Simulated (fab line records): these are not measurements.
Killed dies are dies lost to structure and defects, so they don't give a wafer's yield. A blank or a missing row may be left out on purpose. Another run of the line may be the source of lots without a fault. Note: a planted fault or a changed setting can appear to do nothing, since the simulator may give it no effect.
Matching of chambers | flow sky130 | 4 sister chambers for SKY_POLY_CUT_ETCH_10 on rie-diel-03
The step etches BARC in N2/H2, stops on SiO2, time 45.9 s, target depth 60 nm. 7 wafers are shown with their chamber, then 7 later ones without.

== WAFERS, EACH WITH ITS CHAMBER ==
wafer  | chamber | drypump-motor-current-A (A) | throttle-valve-pct (%)
L866.3 | 3       | 6.1                         | 13.235
L877.5 | 2       | 5.8                         | 13.231
L879.1 | 0       | 5.3                         | 13.214
L879.3 | 1       | 6.0                         | 13.216
L879.5 | 2       | 5.9                         | 13.215
L881.1 | 1       | 6.0                         | 13.228
L881.2 | 0       | 5.3                         | 13.226

== WAFERS WHOSE CHAMBER IS MISSING ==
wafer  | drypump-motor-current-A (A) | throttle-valve-pct (%)
L881.6 | 6.1                         | 13.241
L883.2 | 5.9                         | 13.226
L883.3 | 6.2                         | 13.224
L883.4 | 5.3                         | 13.216
L887.1 | 5.3                         | 13.226
L887.2 | 5.8                         | 13.223
L887.4 | 6.0                         | 13.227

== CHAMBER TAKEN BY EACH ==
wafer  | from the rows above     | in truth
L881.6 | 3                       | 3
L883.2 | can't be placed: 2 or 1 | 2
L883.3 | 3                       | 3
L883.4 | 0                       | 0
L887.1 | 0                       | 0
L887.2 | 2                       | 2
L887.4 | 1                       | 1
Correctly placed: 6 of 7. Unplaceable from these rows: 1, with the true chamber sitting among the candidates in 1. Wrongly placed: 0.
How it was worked out, from the rows above alone: a wafer's distance from a chamber is the root of the sum, over the readings, of the square of ((its reading less the chamber's mean) divided by the reading's scatter). If the next closest chamber is less than 2 further off than the closest, the wafer can't be placed; otherwise it belongs to the closest. Each chamber's mean is taken over the wafers shown for it. The scatter: the root of (the sum of the squares of (reading less its chamber's mean) over the shown wafers, divided by (wafers less chambers)).
